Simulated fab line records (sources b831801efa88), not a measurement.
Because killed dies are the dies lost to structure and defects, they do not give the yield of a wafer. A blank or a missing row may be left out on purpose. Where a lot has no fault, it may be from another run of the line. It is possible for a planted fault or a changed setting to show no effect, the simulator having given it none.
fab line records ; flow gf180mcu
[record] lots = 5; wafers = 15; lastDay = 34
route steps=602 shown PSD@263 SAB@264
lots that met no fault: from a run of the same line without faults
startH: hours from the record's opening day to when the first of the lot's shown wafers began ; waitH: hours from the lot's prior step to this one ; " as in the row above ; L1.1+2: several wafers, shown together as one row ; - no value present, or no start provided ; * or withheld: withheld ; < > ~ a bound
route shown NAME@n: a module of which the file shows steps, and the number in the route of the first ; usual: mean and standard deviation over wafers with no fault ; same: alike in all rows ; chamber/n: place in a boat ; sites: the reading at each site ; _std_site: the standard deviation of these ; _edge_site: the outer-site mean with the inner-site mean subtracted ; radiusMm: for every site, how far away it sits from the centre of the wafer ; mask NAME#n: copy n ; behind: the tool/chamber that last shaped the wafer ; hold: why the lot went on hold/how many hours it stayed there/how the hold came to an end ; device: whichever transistor did not switch (one of n, p or np) ; end of line: tests run on the same wafers once the route is complete ; step lacking rows: just its recipe ; killed: dies that structure and defects cost at the first sort, which is not the same as the wafer's yield ; map: shows each die of a wafer: x if killed, . if not, _ if none is there
set.NAME: the setting that was run; set.NAME@STEP: the one run at that earlier step ; model.NAME: the simulator's own value behind a step, which no gauge read
certain route steps with their lots: each step a table, each wafer a row
services: the hour from which a tool's chamber was out of use, counted from the record's first day as startH (under 0 if before that day), plus the number of hours and why
[[steps]]
[step GF_PSD_RS_MEAS_15]
[recipe] thkMeasGauge = four-point-probe
[usual] PSD_RS = 108.50/0.25
lot.wafer;tool;chamber;startH;waitH;PSD_RS[ohm/sq]
L080.1;filmMetro-01;-;381.48;0.1;108.26
L080.2;filmMetro-01;-;381.48;0.1;108.35
L080.4;filmMetro-01;-;381.48;0.1;108.54
L083.1;filmMetro-01;-;409.14;0.1;108.84
L083.3;filmMetro-01;-;409.14;0.1;108.44
L083.6;filmMetro-01;-;409.14;0.1;108.76
L092.2;filmMetro-02;-;475.06;0.1;108.12
L092.3;filmMetro-02;-;475.06;0.1;108.29
L092.6;filmMetro-02;-;475.06;0.1;108.48
L093.1;filmMetro-02;-;487.68;0.1;108.58
L093.2;filmMetro-02;-;487.68;0.1;108.41
L093.3;filmMetro-02;-;487.68;0.1;108.37
L094.2;filmMetro-01;-;491.50;0.1;108.78
L094.3;filmMetro-01;-;491.50;0.1;109.08
L094.5;filmMetro-01;-;491.50;0.1;108.37
[step GF_SAB_CVD_00]
[recipe] material = SiO2; targetThkNm = 50; precursor = TEOS; tempC = 400; timeS = 4.9302; rfW = 600
[usual] heaterPowerW = 684/89
lot.wafer;tool;chamber;startH;waitH;heaterPowerW
L080.1;pecvd-03;2;381.60;0.1;740
L080.2;pecvd-03;0;381.60;0.1;648
L080.4;pecvd-03;1;381.60;0.1;581
L083.1;pecvd-04;1;409.26;0.1;785
L083.3;pecvd-04;0;409.26;0.1;712
L083.6;pecvd-04;2;409.26;0.1;509
L092.2;pecvd-04;2;475.16;0.1;484
L092.3;pecvd-04;1;475.16;0.1;789
L092.6;pecvd-04;1;475.16;0.1;786
L093.1;pecvd-03;2;487.80;0.1;834
L093.2;pecvd-03;0;487.80;0.1;613
L093.3;pecvd-03;1;487.80;0.1;564
L094.2;pecvd-01;0;491.60;0.1;681
L094.3;pecvd-01;1;491.60;0.1;748
L094.5;pecvd-01;1;491.60;0.1;744
[step GF_SAB_THK_MEAS_01]
[recipe] reads = SiO2_of_SAB_CVD_00
[usual] SAB_CVD_00_THK = 50.3/0.64
lot.wafer;tool;chamber;startH;waitH;SAB_CVD_00_THK[nm]
L080.1;filmMetro-01;-;381.62;0.0;49.6
L080.2;filmMetro-01;-;381.62;0.0;50.4
L080.4;filmMetro-01;-;381.62;0.0;50.8
L083.1;filmMetro-03;-;409.28;0.0;49.6
L083.3;filmMetro-03;-;409.28;0.0;49.7
L083.6;filmMetro-03;-;409.28;0.0;50.6
L092.2;filmMetro-01;-;475.19;0.0;49.6
L092.3;filmMetro-01;-;475.19;0.0;50.5
L092.6;filmMetro-01;-;475.19;0.0;51.0
L093.1;filmMetro-03;-;487.82;0.0;50.3
L093.2;filmMetro-03;-;487.82;0.0;50.6
L093.3;filmMetro-03;-;487.82;0.0;50.5
L094.2;filmMetro-03;-;491.63;0.0;49.9
L094.3;filmMetro-03;-;491.63;0.0;50.2
L094.5;filmMetro-03;-;491.63;0.0;51.1
[step GF_SAB_DEHYDRATE_02]
[recipe] tempC = 200; timeS = 60
[usual] exhaustPa = 45.0/0.95
lot.wafer;tool;chamber;startH;waitH;exhaustPa
L080.1;lithoTrack-02;0;393.06;11.4;44.3
L080.2;lithoTrack-02;0;393.06;11.4;45.3
L080.4;lithoTrack-02;0;393.06;11.4;44.7
L083.1;lithoTrack-04;0;420.56;11.3;47.5
L083.3;lithoTrack-04;0;420.56;11.3;48.3
L083.6;lithoTrack-04;0;420.56;11.3;46.5
L092.2;lithoTrack-04;0;486.78;11.6;45.2
L092.3;lithoTrack-04;0;486.78;11.6;46.1
L092.6;lithoTrack-04;0;486.78;11.6;44.8
L093.1;lithoTrack-01;0;498.97;11.1;45.5
L093.2;lithoTrack-01;0;498.97;11.1;42.9
L093.3;lithoTrack-01;0;498.97;11.1;45.2
L094.2;lithoTrack-04;0;502.28;10.6;44.7
L094.3;lithoTrack-04;0;502.28;10.6;45.4
L094.5;lithoTrack-04;0;502.28;10.6;45.1
[step GF_SAB_HMDS_03]
[recipe] primeTimeS = 60; primeTempC = 120
[usual] exhaustPa = 45.1/0.99
lot.wafer;tool;chamber;startH;waitH;exhaustPa
L080.1;lithoTrack-02;0;393.21;0.1;44.4
L080.2;lithoTrack-02;0;393.21;0.1;44.5
L080.4;lithoTrack-02;0;393.21;0.1;45.0
L083.1;lithoTrack-04;0;420.71;0.1;43.3
L083.3;lithoTrack-04;0;420.71;0.1;44.0
L083.6;lithoTrack-04;0;420.71;0.1;43.0
L092.2;lithoTrack-04;0;486.93;0.1;45.6
L092.3;lithoTrack-04;0;486.93;0.1;45.5
L092.6;lithoTrack-04;0;486.93;0.1;45.7
L093.1;lithoTrack-01;0;499.12;0.1;44.9
L093.2;lithoTrack-01;0;499.12;0.1;44.8
L093.3;lithoTrack-01;0;499.12;0.1;46.0
L094.2;lithoTrack-04;0;502.43;0.1;45.5
L094.3;lithoTrack-04;0;502.43;0.1;44.3
L094.5;lithoTrack-04;0;502.43;0.1;43.8
[step GF_SAB_COAT_04]
[recipe] resist = NOVOLAK; spinRpm = 3000; resistThkNm = 1000
[usual] exhaustPa = 44.9/0.93
lot.wafer;tool;chamber;startH;waitH;exhaustPa
L080.1;lithoTrack-02;0;393.36;0.1;45.4
L080.2;lithoTrack-02;0;393.36;0.1;45.0
L080.4;lithoTrack-02;0;393.36;0.1;46.4
L083.1;lithoTrack-04;0;420.86;0.1;44.6
L083.3;lithoTrack-04;0;420.86;0.1;43.4
L083.6;lithoTrack-04;0;420.86;0.1;43.6
L092.2;lithoTrack-04;0;487.08;0.1;42.9
L092.3;lithoTrack-04;0;487.08;0.1;43.9
L092.6;lithoTrack-04;0;487.08;0.1;44.9
L093.1;lithoTrack-01;0;499.27;0.1;45.1
L093.2;lithoTrack-01;0;499.27;0.1;43.8
L093.3;lithoTrack-01;0;499.27;0.1;44.5
L094.2;lithoTrack-04;0;502.58;0.1;45.2
L094.3;lithoTrack-04;0;502.58;0.1;44.7
L094.5;lithoTrack-04;0;502.58;0.1;46.5
[step GF_SAB_SOFTBAKE_05]
[recipe] tempC = 90; timeS = 60; resist = NOVOLAK
[usual] exhaustPa = 45.0/0.82
lot.wafer;tool;chamber;startH;waitH;exhaustPa
L080.1;lithoTrack-02;0;393.51;0.1;43.7
L080.2;lithoTrack-02;0;393.51;0.1;45.5
L080.4;lithoTrack-02;0;393.51;0.1;44.7
L083.1;lithoTrack-04;0;421.01;0.1;45.7
L083.3;lithoTrack-04;0;421.01;0.1;47.5
L083.6;lithoTrack-04;0;421.01;0.1;45.0
L092.2;lithoTrack-04;0;487.23;0.1;45.9
L092.3;lithoTrack-04;0;487.23;0.1;45.3
L092.6;lithoTrack-04;0;487.23;0.1;46.1
L093.1;lithoTrack-01;0;499.42;0.1;45.4
L093.2;lithoTrack-01;0;499.42;0.1;44.2
L093.3;lithoTrack-01;0;499.42;0.1;44.4
L094.2;lithoTrack-04;0;502.73;0.1;44.8
L094.3;lithoTrack-04;0;502.73;0.1;45.0
L094.5;lithoTrack-04;0;502.73;0.1;44.3
[step GF_SAB_EXPOSE_06]
[recipe] maskId = SAB; targetCdNm = 420; na = 0.6; sourceShape = conventional; sigmaOuter = 0.6; doseMj = 140
[usual] exposureDoseMJCm2 = 140.00/0.14
[same] sigmaOuter = 0.6
lot.wafer;tool;chamber;startH;waitH;mask;exposureDoseMJCm2
L080.1;ilineStepper-02;0;-;-;SAB#0;140.13
L080.2;ilineStepper-02;0;-;-;SAB#0;140.13
L080.4;ilineStepper-02;0;-;-;SAB#0;140.17
L083.1;ilineStepper-02;0;-;-;SAB#0;139.79
L083.3;ilineStepper-02;0;-;-;SAB#0;139.83
L083.6;ilineStepper-02;0;-;-;SAB#0;139.80
L092.2;ilineStepper-02;0;-;-;SAB#0;139.90
L092.3;ilineStepper-02;0;-;-;SAB#0;140.05
L092.6;ilineStepper-02;0;-;-;SAB#0;139.89
L093.1;ilineStepper-01;0;-;-;SAB#0;139.96
L093.2;ilineStepper-01;0;-;-;SAB#0;139.98
L093.3;ilineStepper-01;0;-;-;SAB#0;140.01
L094.2;ilineStepper-01;0;-;-;SAB#0;139.80
L094.3;ilineStepper-01;0;-;-;SAB#0;139.85
L094.5;ilineStepper-01;0;-;-;SAB#0;139.83
[step GF_SAB_PEB_07]
[recipe] tempC = withheld; timeS = *; resist = NOVOLAK
[usual] exhaustPa = 44.8/0.85
lot.wafer;tool;chamber;startH;waitH;exhaustPa
L080.1;lithoTrack-01;0;-;-;44.2
L080.2;lithoTrack-01;0;-;-;45.4
L080.4;lithoTrack-01;0;-;-;44.0
L083.1;lithoTrack-04;0;-;-;44.6
L083.3;lithoTrack-04;0;-;-;45.2
L083.6;lithoTrack-04;0;-;-;44.8
L092.2;lithoTrack-04;0;-;-;44.9
L092.3;lithoTrack-04;0;-;-;44.4
L092.6;lithoTrack-04;0;-;-;44.9
L093.1;lithoTrack-01;0;-;-;44.8
L093.2;lithoTrack-01;0;-;-;44.8
L093.3;lithoTrack-01;0;-;-;44.8
L094.2;lithoTrack-04;0;-;-;44.4
L094.3;lithoTrack-04;0;-;-;44.9
L094.5;lithoTrack-04;0;-;-;43.8
[step GF_SAB_DEVELOP_08]
[recipe] developTimeS = 60; devTempC = 23
[usual] exhaustPa = 45.0/0.81
[same] developTimeS = 60
lot.wafer;tool;chamber;startH;waitH;exhaustPa
L080.1;lithoTrack-01;0;404.62;0.1;45.1
L080.2;lithoTrack-01;0;404.62;0.1;45.7
L080.4;lithoTrack-01;0;404.62;0.1;45.2
L083.1;lithoTrack-04;0;433.16;0.1;44.4
L083.3;lithoTrack-04;0;433.16;0.1;45.6
L083.6;lithoTrack-04;0;433.16;0.1;45.3
L092.2;lithoTrack-04;0;498.63;0.1;44.3
L092.3;lithoTrack-04;0;498.63;0.1;44.8
L092.6;lithoTrack-04;0;498.63;0.1;45.3
L093.1;lithoTrack-01;0;510.92;0.1;45.4
L093.2;lithoTrack-01;0;510.92;0.1;46.8
L093.3;lithoTrack-01;0;510.92;0.1;44.7
L094.2;lithoTrack-04;0;514.58;0.1;44.2
L094.3;lithoTrack-04;0;514.58;0.1;43.7
L094.5;lithoTrack-04;0;514.58;0.1;44.3
[step GF_SAB_CD_MEAS_09]
[recipe] targetCdNm = 420
[usual] cdNm = 420.0/2.2
lot.wafer;tool;chamber;startH;waitH;cdNm
L080.1;cdSem-02;-;404.77;0.1;420.7
L080.2;cdSem-02;-;404.77;0.1;422.8
L080.4;cdSem-02;-;404.77;0.1;421.3
L083.1;cdSem-02;-;433.31;0.1;415.3
L083.3;cdSem-02;-;433.31;0.1;417.6
L083.6;cdSem-02;-;433.31;0.1;416.3
L092.2;cdSem-01;-;498.78;0.1;422.2
L092.3;cdSem-01;-;498.78;0.1;421.9
L092.6;cdSem-01;-;498.78;0.1;422.2
L093.1;cdSem-01;-;511.07;0.1;420.4
L093.2;cdSem-01;-;511.07;0.1;420.2
L093.3;cdSem-01;-;511.07;0.1;420.7
L094.2;cdSem-01;-;514.73;0.1;418.2
L094.3;cdSem-01;-;514.73;0.1;419.4
L094.5;cdSem-01;-;514.73;0.1;419.3
[step GF_SAB_OVL_MEAS_10]
[usual] SAB_OVL = 0.7/1.7
lot.wafer;tool;chamber;startH;waitH;SAB_OVL[nm]
L080.1;overlay-02;-;404.89;0.1;-1.1
L080.2;overlay-02;-;404.89;0.1;0.5
L080.4;overlay-02;-;404.89;0.1;-0.3
L083.1;overlay-01;-;433.43;0.1;1.4
L083.3;overlay-01;-;433.43;0.1;2.6
L083.6;overlay-01;-;433.43;0.1;2.2
L092.2;overlay-01;-;498.88;0.1;0.9
L092.3;overlay-01;-;498.88;0.1;1.6
L092.6;overlay-01;-;498.88;0.1;0.8
L093.1;overlay-02;-;511.19;0.1;2.9
L093.2;overlay-02;-;511.19;0.1;4.2
L093.3;overlay-02;-;511.19;0.1;2.0
L094.2;overlay-02;-;514.83;0.1;2.8
L094.3;overlay-02;-;514.83;0.1;1.1
L094.5;overlay-02;-;514.83;0.1;2.9
[step GF_SAB_ETCH_11]
[recipe] chemistry = C4F8/O2/Ar; maskMaterial = NOVOLAK; target = SiO2; targetDepthNm = 55; sourceW = 1500; biasW = 1200; pressureMtorr = 40; c4f8FlowSccm = withheld; O2_flow_sccm = 6; Ar_flow_sccm = 300; timeS = 8.5
[usual] chamberPressureMTorr = 40.00/0.036; oesProductAu = 1.003/0.009
lot.wafer;tool;chamber;startH;waitH;chamberPressureMTorr;oesProductAu;rfHoursCounterH
L080.1;rieDiel-04;2;404.93;0.0;39.97;0.997;106
L080.2;rieDiel-04;0;404.93;0.0;40.01;1.014;34
L080.4;rieDiel-04;1;404.93;0.0;40.04;1.002;41
L083.1;rieDiel-04;0;433.46;0.0;40.00;0.999;35
L083.3;rieDiel-04;3;433.46;0.0;40.02;0.987;75
L083.6;rieDiel-04;2;433.46;0.0;40.06;0.983;-
L092.2;rieDiel-04;0;498.91;0.0;40.00;1.012;36
L092.3;rieDiel-04;1;498.91;0.0;40.03;1.003;43
L092.6;rieDiel-04;1;498.91;0.0;40.03;1.005;-
L093.1;rieDiel-02;0;511.22;0.0;40.00;0.999;88
L093.2;rieDiel-02;2;511.22;0.0;39.98;1.006;83
L093.3;rieDiel-02;3;511.22;0.0;40.04;0.996;81
L094.2;rieDiel-02;3;514.86;0.0;40.07;1.004;81
L094.3;rieDiel-02;2;514.86;0.0;40.00;1.005;83
L094.5;rieDiel-02;2;514.86;0.0;39.94;0.990;-
[[services]]
tool;chamber;startH;hours;kind
pecvd-04;0;366.01;3.1;repair
rieDiel-02;0;377.98;9.8;repair
pecvd-03;-;407.93;5.5;pm
rieDiel-04;2;416.89;-;clean
rieDiel-04;2;416.89;16.5;scheduledDown
rieDiel-04;2;416.89;16.5;ventCycle
rieDiel-02;-;420.97;0.1;repair
rieDiel-04;0;428.28;2.8;repair
pecvd-03;-;439.90;1.1;repair
rieDiel-04;0;445.32;12.2;repair
pecvd-04;2;463.00;2.2;repair
rieDiel-02;-;482.94;4.3;pm
rieDiel-04;-;488.98;2.8;pm
ilineStepper-02;-;499.33;1.7;pm
rieDiel-04;3;502.88;4.1;repair
[[key]]
fault none
